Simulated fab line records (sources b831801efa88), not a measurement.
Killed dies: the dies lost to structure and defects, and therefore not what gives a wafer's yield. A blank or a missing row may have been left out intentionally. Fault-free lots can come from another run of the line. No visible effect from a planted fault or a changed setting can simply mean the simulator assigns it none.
Struck lot and sound lot, side by side | flow sky130 | 16 steps out of a route of 708
Sound: the wafers L511.2, L511.3, L511.6. Struck: wafer L515.3 (L515.4, L515.6, from the same lot, were not struck and are left out); the cause is given at the end.
For every step that has rows: the tool of each side, followed by ch and its chambers, followed by its first start. Under that, the readings that differ: sound wafers | struck wafers | difference of the means | sigmas: that difference in standard deviations of wafers without a fault.
alike: words and numbers the same on both sides, and readings whose means are apart by under 2 such deviations; not compared: readings that were withheld, readings missing a value for some wafer, numbers with overlapping values and no deviation given by the record, and bounds like >300 which may hide the same value.
Wherever a step has rows on one side only, a row that says differs or no value, or a row with sigmas, the two part there. When numbers do not overlap yet have no deviation, they are printed without sigmas and do not part them. Lack of a reading on every wafer of one side parts them only where that side has two or more wafers.

SKY_LI_CONTACT_CMP_02: polishes PSG.
  sound on cmp-01 ch 0,2, day 29 06:08; struck on cmp-01 ch 1, day 30 08:24
  alike: motor-current-A, platen-rpm, slurry-filter-dp-kPa, time-to-endpoint-s
SKY_LI_CONTACT_BOW_MEAS_03:
  sound on film-metro-01, day 29 06:28; struck on film-metro-04, day 30 08:41
  alike: LI_CONTACT_BOW
then, 8 steps without rows for these wafers: SKY_LI_CONTACT_DEHYDRATE_04 (time 60 s); SKY_LI_CONTACT_HMDS_05 (prime time 60 s); SKY_LI_CONTACT_COAT_06 (resist thk 60 nm); SKY_LI_CONTACT_COAT_07 (resist thk 450 nm); SKY_LI_CONTACT_SOFTBAKE_08 (time 90 s); SKY_LI_CONTACT_EXPOSE_09 (exposes mask LICM1, target cd 170 nm); SKY_LI_CONTACT_PEB_10; SKY_LI_CONTACT_DEVELOP_11 (develop time 60 s).
SKY_LI_CONTACT_CD_MEAS_12 targets a cd of 170 nm.
  sound on cd-sem-01, day 30 09:59; struck on cd-sem-01, day 31 12:10
  reading    | sound             | struck | difference | sigmas
  cd-nm (nm) | 167.7 167.4 167.0 | 171.7  | +4.3       | +3
SKY_LI_CONTACT_OVL_MEAS_13:
  sound on overlay-02, day 30 10:05; struck on overlay-01, day 31 12:16
  alike: LI_CONTACT_OVL
SKY_LI_CONTACT_ETCH_14: etches BARC in N2/H2, stops on SiO2, time 45.9 s, target depth 60 nm.
  sound on rie-diel-04 ch 0,1,2, day 30 10:07; struck on rie-diel-02 ch 0, day 31 12:17
  reading                                           | sound             | struck | difference | sigmas
  oes-product-au (a.u.)                             | 0.867 0.863 0.849 | 0.803  | -0.057     | -12
  run-length-s (s)                                  | 73.7 73.8 74.5    | 80.5   | +6.5       | +13
  model.KrF-thick_of_LI_CONTACT_COAT_07.thk-nm (nm) | 393.7 393.2 393.1 | 388.1  | -5.2       |
  alike: bias-w, drypump-motor-current-A, throttle-valve-pct
  not compared: rf-hours-counter-h, model.SiO2_of_SONOS_ONO_CVD_04.thk-nm
SKY_LI_CONTACT_ETCH_15: etches PSG in C4F8/O2/Ar, stops on Si, target depth 600 nm.
  sound on rie-diel-04 ch 0,1,2, day 30 10:10; struck on rie-diel-02 ch 0, day 31 12:20
  reading                                           | sound             | struck | difference | sigmas
  model.KrF-thick_of_LI_CONTACT_COAT_07.thk-nm (nm) | 234.2 233.9 232.9 | 223.7  | -10.0      |
  alike: bias-w, oes-product-au
SKY_LI_CONTACT_STRIP_16: strips in O2/N2.
  sound on plasma-asher-03 ch 0,1, day 30 10:15; struck on plasma-asher-04 ch 0, day 31 12:27
  reading                      | sound             | struck | difference | sigmas
  strip-time-to-endpoint-s (s) | 3.526 3.529 3.508 | 3.414  | -0.107     | -4
  alike: drypump-motor-current-A, oes-product-au
  not compared: rf-hours-counter-h
then, 1 step without rows for these wafers: SKY_LI_CONTACT_CLEAN_17 (cleans in NMP, time 600 s).

== WHERE THEY PART ==
Earliest at SKY_LI_CONTACT_CD_MEAS_12; latest, in this record, at SKY_LI_CONTACT_STRIP_16.

WHY: what had been put in by the simulator
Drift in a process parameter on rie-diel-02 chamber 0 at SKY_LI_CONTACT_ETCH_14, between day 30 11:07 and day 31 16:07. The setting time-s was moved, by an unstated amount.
